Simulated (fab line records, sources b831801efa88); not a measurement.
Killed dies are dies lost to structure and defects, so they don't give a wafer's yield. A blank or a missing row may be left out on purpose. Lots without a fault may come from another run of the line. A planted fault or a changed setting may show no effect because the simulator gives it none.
Chamber matching | flow sky130 | SKY_POLY_CUT_ETCH_10 on rie_diel-02: 4 sister chambers
The step etches BARC in N2/H2, stops on SiO2, time 45.9 s, target depth 60 nm. 8 wafers are shown with their chamber, then 7 later ones without.

WAFERS WITH THEIR CHAMBER
wafer  | chamber | drypump_motor_current_A (A) | oes_product_au (a.u.)
L143.3 | 1       | 5.9                         | 0.854
L144.6 | 3       | 5.0                         | 0.850
L153.4 | 0       | 5.8                         | 0.864
L155.4 | 0       | 5.9                         | 0.858
L155.5 | 2       | 5.6                         | 0.857
L155.6 | 1       | 5.9                         | 0.859
L163.2 | 3       | 5.0                         | 0.860
L163.3 | 2       | 5.6                         | 0.847

WAFERS WITHOUT THEIR CHAMBER
wafer  | drypump_motor_current_A (A) | oes_product_au (a.u.)
L163.6 | 5.0                         | 0.855
L165.1 | 5.0                         | 0.854
L165.3 | 5.9                         | 0.856
L165.4 | 5.9                         | 0.854
L166.2 | 5.9                         | 0.861
L166.3 | 5.9                         | 0.858
L166.6 | 5.0                         | 0.842

WHICH CHAMBER EACH WENT THROUGH
wafer  | from the rows above     | in truth
L163.6 | 3                       | 3
L165.1 | 3                       | 3
L165.3 | can't be placed: 1 or 0 | 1
L165.4 | can't be placed: 1 or 0 | 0
L166.2 | can't be placed: 1 or 0 | 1
L166.3 | can't be placed: 1 or 0 | 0
L166.6 | 3                       | 3
Placed correctly: 3 of 7. Can't be placed from these rows: 4 (the true chamber is among the candidates in 4). Placed wrongly: 0.
How it was worked out, from the rows above alone: a wafer's distance from a chamber is the root of the sum, over the readings, of the square of ((its reading less the chamber's mean) divided by the reading's scatter). The wafer belongs to the nearest chamber; if the next one is less than 2 further off, it can't be placed. A chamber's mean is the mean of its shown wafers. The scatter: the root of (the sum of the squares of (reading less its chamber's mean) over the shown wafers, divided by (wafers less chambers)).
